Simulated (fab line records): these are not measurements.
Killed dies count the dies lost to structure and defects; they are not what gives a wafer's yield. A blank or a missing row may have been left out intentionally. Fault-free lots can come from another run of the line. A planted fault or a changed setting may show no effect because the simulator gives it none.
What tool caused it? / flow gf180mcu / 39 wafers from 13 lots sampled at 3 of the route's 602 steps

WHAT THE GAUGES READ, wafer by wafer
GF_SALICIDE_RS_MEAS_04: uses a four-point probe to measure.
lot=L611; measured=day 14 23:16; on=filmMetro-04; SALICIDE_TIN_RS (ohm/sq)=16.16 16.08 16.35
lot=L613; measured=day 15 22:48; on=filmMetro-04; SALICIDE_TIN_RS (ohm/sq)=16.05 16.07 16.10
lot=L614; measured=day 16 08:29; on=filmMetro-04; SALICIDE_TIN_RS (ohm/sq)=8.34 8.39 8.41
lot=L615; measured=day 16 17:25; on=filmMetro-02; SALICIDE_TIN_RS (ohm/sq)=16.01 16.41 15.96
lot=L616; measured=day 16 22:12; on=filmMetro-03; SALICIDE_TIN_RS (ohm/sq)=8.36 8.50 8.45
lot=L617; measured=day 17 03:50; on=filmMetro-04; SALICIDE_TIN_RS (ohm/sq)=8.49 8.57 8.40
lot=L619; measured=day 18 01:14; on=filmMetro-04; SALICIDE_TIN_RS (ohm/sq)=16.36 16.08 16.29
lot=L626; measured=day 20 13:19; on=filmMetro-04; SALICIDE_TIN_RS (ohm/sq)=16.57 16.45 16.41
lot=L628; measured=day 21 07:37; on=filmMetro-04; SALICIDE_TIN_RS (ohm/sq)=16.43 16.40 16.49
lot=L630; measured=day 22 06:35; on=filmMetro-03; SALICIDE_TIN_RS (ohm/sq)=16.47 16.24 16.33
lot=L631; measured=day 22 10:01; on=filmMetro-02; SALICIDE_TIN_RS (ohm/sq)=16.56 16.67 16.42
lot=L632; measured=day 22 13:14; on=filmMetro-03; SALICIDE_TIN_RS (ohm/sq)=17.09 17.14 16.93
lot=L633; measured=day 22 16:49; on=filmMetro-03; SALICIDE_TIN_RS (ohm/sq)=16.00 16.04 15.87

GF_CONTACT_OVL_MEAS_15.
lot=L611; measured=day 15 22:02; on=overlay-01; CONTACT_OVL (nm)=7 10 3
lot=L613; measured=day 16 22:26; on=overlay-01; CONTACT_OVL (nm)=-13 -9 4
lot=L614; measured=day 17 08:17; on=overlay-02; CONTACT_OVL (nm)=2 -7 3
lot=L615; measured=day 17 17:54; on=overlay-02; CONTACT_OVL (nm)=0 6 -4
lot=L616; measured=day 17 22:40; on=overlay-01; CONTACT_OVL (nm)=-4 -3 10
lot=L617; measured=day 18 04:20; on=overlay-01; CONTACT_OVL (nm)=7 2 8
lot=L619; measured=day 19 02:01; on=overlay-02; CONTACT_OVL (nm)=-10 0 4
lot=L626; measured=day 21 14:41; on=overlay-02; CONTACT_OVL (nm)=6 11 -1
lot=L628; measured=day 22 08:41; on=overlay-02; CONTACT_OVL (nm)=0 -5 -3
lot=L630; measured=day 23 06:53; on=overlay-01; CONTACT_OVL (nm)=-9 -7 -6
lot=L631; measured=day 23 10:05; on=overlay-01; CONTACT_OVL (nm)=0 4 4
lot=L632; measured=day 23 12:38; on=overlay-02; CONTACT_OVL (nm)=6 8 -2
lot=L633; measured=day 23 16:49; on=overlay-02; CONTACT_OVL (nm)=-7 6 -4

WHAT TOOL EACH LOT RAN ON (gives the tool, then ch and the chambers of the sampled wafers, and finally the start)
lot=L611; GF_SALICIDE_SPUTTER_02=pvdSputter-02, day 14 23:13
lot=L613; GF_SALICIDE_SPUTTER_02=pvdSputter-02, day 15 22:44
lot=L614; GF_SALICIDE_SPUTTER_02=pvdSputter-02, day 16 08:13
lot=L615; GF_SALICIDE_SPUTTER_02=pvdSputter-03, day 16 17:21
lot=L616; GF_SALICIDE_SPUTTER_02=pvdSputter-03, day 16 21:56
lot=L617; GF_SALICIDE_SPUTTER_02=pvdSputter-03, day 17 03:34
lot=L619; GF_SALICIDE_SPUTTER_02=pvdSputter-03, day 18 01:11
lot=L626; GF_SALICIDE_SPUTTER_02=pvdSputter-04, day 20 13:16
lot=L628; GF_SALICIDE_SPUTTER_02=pvdSputter-03, day 21 07:33
lot=L630; GF_SALICIDE_SPUTTER_02=pvdSputter-03, day 22 06:32
lot=L631; GF_SALICIDE_SPUTTER_02=pvdSputter-04, day 22 09:58
lot=L632; GF_SALICIDE_SPUTTER_02=pvdSputter-04, day 22 13:11
lot=L633; GF_SALICIDE_SPUTTER_02=pvdSputter-02, day 22 16:45
- GF_SALICIDE_SPUTTER_02: material Co, target thk 10 nm, time 20 s.

WHAT THE TOOLS THEMSELVES READ (means of the sampled wafers that have a number; where no wafer has one, the mark that the record gives instead)
GF_SALICIDE_SPUTTER_02.
lot=L611; tool=pvdSputter-02; throttleValvePct (%)=30.1
lot=L613; tool=pvdSputter-02; throttleValvePct (%)=30.0
lot=L614; tool=pvdSputter-02; throttleValvePct (%)=30.3
lot=L615; tool=pvdSputter-03; throttleValvePct (%)=29.8
lot=L616; tool=pvdSputter-03; throttleValvePct (%)=30.1
lot=L617; tool=pvdSputter-03; throttleValvePct (%)=30.0
lot=L619; tool=pvdSputter-03; throttleValvePct (%)=29.6
lot=L626; tool=pvdSputter-04; throttleValvePct (%)=29.9
lot=L628; tool=pvdSputter-03; throttleValvePct (%)=30.1
lot=L630; tool=pvdSputter-03; throttleValvePct (%)=29.7
lot=L631; tool=pvdSputter-04; throttleValvePct (%)=29.8
lot=L632; tool=pvdSputter-04; throttleValvePct (%)=29.5
lot=L633; tool=pvdSputter-02; throttleValvePct (%)=30.0

THE ANSWER, worked out from the rows above alone
Rule: what is usual is taken from the lots themselves. The widest of any qualifying gaps counts: lots, ordered by their means at a reading, are off when they make up no more than a third of the lots, leave a main group of 4 or more, and stand apart from it by 3 or more times the standard deviation of that group's means. A main group is skipped when, at the precision printed for the reading in the tables above, its means are all equal. A lot without any number at a reading at which 4 lots or more have one is off too. All remaining lots with rows at the step are treated as sound. The gauges are gone through in route order, then the tools' own readings, and for those a lot's mean is taken as printed above. The first step at which some lot is off is used, and at that step the reading that is off furthest; a lot without a number counts as furthest.
Off: L614, L616, L617, seen at GF_SALICIDE_RS_MEAS_04 (SALICIDE_TIN_RS). The main group: mean 16.35 ohm/sq, standard deviation 0.29.
A tool fits if, at a process step before that reading, it ran every lot that is off, and no sound lot after the first of them. The gauges at GF_SALICIDE_RS_MEAS_04 are tried like those tools. None of those tried fits.

WHAT WAS PUT IN BY THE SIMULATOR
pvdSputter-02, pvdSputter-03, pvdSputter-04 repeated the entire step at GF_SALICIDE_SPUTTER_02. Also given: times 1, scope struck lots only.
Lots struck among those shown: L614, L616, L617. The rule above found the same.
